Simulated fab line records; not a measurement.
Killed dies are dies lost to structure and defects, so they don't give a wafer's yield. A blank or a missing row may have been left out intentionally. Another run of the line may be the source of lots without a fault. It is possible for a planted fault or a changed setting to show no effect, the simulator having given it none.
Which tool did it? + flow gf180mcu + 13 lots with 39 wafers sampled at 5 steps, on a route of 602 steps

== WHAT THE GAUGES READ, wafer by wafer ==
GF_NWELL_TW_MEAS_11. Usual: NWELL_TW gives 1583 (standard deviation 6.1).
| lot  | measured    | on            | NWELL_TW       | flag |
|------|-------------|---------------|----------------|------|
| L913 | day 3 09:37 | film metro-01 | 1598 1585 1588 |      |
| L914 | day 3 12:55 | film metro-01 | 1583 1589 1587 |      |
| L916 | day 4 00:12 | film metro-01 | 1581 1578 1575 |      |
| L918 | day 4 10:20 | film metro-03 | 1592 1597 1586 |      |
| L921 | day 5 04:24 | film metro-04 | 1591 1595 1586 |      |
| L922 | day 5 08:23 | film metro-04 | 1587 1586 1593 |      |
| L928 | day 6 17:01 | film metro-04 | 1586 1579 1583 |      |
| L930 | day 7 02:52 | film metro-04 | 1589 1590 1584 |      |
| L931 | day 7 12:55 | film metro-01 | 1580 1581 1580 |      |
| L932 | day 7 18:04 | film metro-03 | 1579 1585 1576 |      |
| L934 | day 8 04:37 | film metro-04 | 1580 1576 1573 |      |
| L935 | day 8 10:12 | film metro-01 | 1576 1579 1576 |      |
| L936 | day 8 15:49 | film metro-04 | 1580 1575 1571 |      |

GF_VT_IMPLANT_TW_MEAS_43. Usual: VT_IMPLANT_4_TW gives 696 (standard deviation 3.6).
| lot  | measured     | on            | VT_IMPLANT_4_TW         | flag |
|------|--------------|---------------|-------------------------|------|
| L913 | day 7 14:40  | film metro-01 | 691 696 690             |      |
| L914 | day 7 18:54  | film metro-02 | 697 698 696             |      |
| L916 | day 8 07:27  | film metro-01 | 692 690 688             |      |
| L918 | day 8 21:26  | film metro-02 | 690 693 692             |      |
| L921 | day 9 19:30  | film metro-02 | 680 682 680 681 679 682 | OFF  |
| L922 | day 10 01:13 | film metro-02 | 684 684 683             | OFF  |
| L928 | day 11 17:27 | film metro-04 | 694 695 692             |      |
| L930 | day 12 05:03 | film metro-01 | 696 693 697             |      |
| L931 | day 12 19:46 | film metro-01 | 695 694 698             |      |
| L932 | day 13 00:31 | film metro-02 | 697 699 703             |      |
| L934 | day 13 13:00 | film metro-04 | 698 702 700             |      |
| L935 | day 13 19:43 | film metro-01 | 697 698 695             |      |
| L936 | day 14 05:08 | film metro-02 | 700 701 696             |      |

GF_POLY_GATE_THK_MEAS_01. Usual: POLY_GATE_CVD_00_THK gives 201.1 nm (standard deviation 2).
| lot  | measured     | on            | POLY_GATE_CVD_00_THK (nm) | flag |
|------|--------------|---------------|---------------------------|------|
| L913 | day 8 12:51  | film metro-04 | 201.4 202.3 203.4         |      |
| L914 | day 8 17:41  | film metro-02 | 206.4 205.9 205.7         |      |
| L916 | day 9 05:41  | film metro-04 | 200.8 200.7 200.5         |      |
| L918 | day 9 22:05  | film metro-04 | 202.4 202.6 200.5         |      |
| L921 | day 10 21:34 | film metro-04 | 200.9 201.3 199.6         |      |
| L922 | day 11 01:14 | film metro-02 | 199.3 199.5 200.5         |      |
| L928 | day 12 18:06 | film metro-02 | 200.7 202.0 200.6         |      |
| L930 | day 13 06:37 | film metro-04 | 199.3 197.9 198.9         |      |
| L931 | day 13 21:23 | film metro-03 | 202.1 200.3 200.1         |      |
| L932 | day 14 02:55 | film metro-02 | 200.4 199.7 199.3         |      |
| L934 | day 14 14:59 | film metro-04 | 202.8 202.4 202.6         |      |
| L935 | day 14 23:17 | film metro-02 | 201.3 202.1 202.0         |      |
| L936 | day 15 08:25 | film metro-03 | 202.5 202.0 202.1         |      |

== WHAT TOOL EACH LOT RAN ON (gives the tool, then ch and the chambers of the sampled wafers, and finally the start) ==
| lot  | GF_MVPSD_STRIP_10                    | GF_VT_IMPLANT_IMPLANT_41        |
|------|--------------------------------------|---------------------------------|
| L913 | plasma asher-01 ch 0,1, day 5 03:27  | implanter-01 ch 0, day 7 14:25  |
| L914 | plasma asher-04 ch 0,1, day 5 06:17  | implanter-04 ch 0, day 7 18:39  |
| L916 | plasma asher-04 ch 0,1, day 5 18:54  | implanter-04 ch 0, day 8 07:12  |
| L918 | plasma asher-03 ch 0,1, day 6 05:09  | implanter-02 ch 0, day 8 21:11  |
| L921 | plasma asher-01 ch 0,1, day 7 01:36  | implanter-04 ch 0, day 9 19:15  |
| L922 | plasma asher-01 ch 0,1, day 7 06:00  | implanter-04 ch 0, day 10 00:58 |
| L928 | plasma asher-04 ch 0,1, day 8 17:36  | implanter-02 ch 0, day 11 17:12 |
| L930 | plasma asher-04 ch 0,1, day 9 04:41  | implanter-01 ch 0, day 12 04:48 |
| L931 | plasma asher-01 ch 0,1, day 9 15:33  | implanter-04 ch 0, day 12 19:31 |
| L932 | plasma asher-03 ch 0,1, day 9 21:29  | implanter-02 ch 0, day 13 00:18 |
| L934 | plasma asher-03 ch 0,1, day 10 09:00 | implanter-02 ch 0, day 13 12:45 |
| L935 | plasma asher-04 ch 0,1, day 10 14:45 | implanter-01 ch 0, day 13 19:28 |
| L936 | plasma asher-04 ch 0, day 10 21:33   | implanter-04 ch 0, day 14 04:53 |
- GF_MVPSD_STRIP_10: strips in O2/N2.
- GF_VT_IMPLANT_IMPLANT_41

== AS READ BY THE TOOLS THEMSELVES (means over the sampled wafers that have a number; for cases with no such wafer, the mark the record gives instead) ==
GF_MVPSD_STRIP_10. Usual: drypump motor current A 5.8 A, standard deviation 0.41; heater power w 332 W, standard deviation 19; o2 flow sccm 2998 sccm, standard deviation 8.7; oes product au 0.722 a.u., standard deviation 0.0043; strip time to endpoint s 36.94 s, standard deviation 0.078.
| lot  | tool            | drypump motor current A (A) | heater power w (W) | o2 flow sccm (sccm) | oes product au (a.u.) | strip time to endpoint s (s) | flag |
|------|-----------------|-----------------------------|--------------------|---------------------|-----------------------|------------------------------|------|
| L913 | plasma asher-01 | 5.9                         | 332                | 2984                | 0.718                 | 37.00                        |      |
| L914 | plasma asher-04 | 5.9                         | 338                | 2998                | 0.721                 | 36.99                        |      |
| L916 | plasma asher-04 | 6.0                         | 339                | 3005                | 0.718                 | 36.94                        |      |
| L918 | plasma asher-03 | 5.7                         | 335                | 3003                | 0.723                 | 37.01                        |      |
| L921 | plasma asher-01 | 5.7                         | 314                | 2993                | 0.720                 | 36.91                        |      |
| L922 | plasma asher-01 | 5.7                         | 309                | 2992                | 0.722                 | 37.00                        |      |
| L928 | plasma asher-04 | 6.0                         | 345                | 3004                | 0.724                 | 36.98                        |      |
| L930 | plasma asher-04 | 5.6                         | 335                | 2998                | 0.721                 | 36.98                        |      |
| L931 | plasma asher-01 | 5.7                         | 317                | 2996                | 0.722                 | 36.99                        |      |
| L932 | plasma asher-03 | 5.7                         | 333                | 2993                | 0.722                 | 36.87                        |      |
| L934 | plasma asher-03 | 5.7                         | 337                | 2987                | 0.722                 | 36.89                        |      |
| L935 | plasma asher-04 | 5.6                         | 330                | 3001                | 0.724                 | 36.90                        |      |
| L936 | plasma asher-04 | 6.2                         | 347                | 3005                | 0.722                 | 36.91                        |      |

== THE ANSWER, worked out from the rows above alone ==
Rule: a lot is off if the mean of its wafers that have a number lies more than 3 standard deviations from the usual mean. Also off: a lot with no number at a reading for which 4 or more lots have one. The other lots that the step has rows for count as sound. First the gauges in route order, then the tools' own readings, where a lot's mean is used as printed above. The first step at which some lot is off is used, and at that step the reading that is off furthest; a lot without a number counts as furthest.
Off: L921, L922, at GF_VT_IMPLANT_TW_MEAS_43 (VT_IMPLANT_4_TW).
A tool fits if, at a process step before that reading, it ran every lot that is off, and no sound lot after the first of them. Gauges at GF_VT_IMPLANT_TW_MEAS_43: tried the same way as those tools. None of those tried fits.

== WHAT THE SIMULATOR HAD PUT IN ==
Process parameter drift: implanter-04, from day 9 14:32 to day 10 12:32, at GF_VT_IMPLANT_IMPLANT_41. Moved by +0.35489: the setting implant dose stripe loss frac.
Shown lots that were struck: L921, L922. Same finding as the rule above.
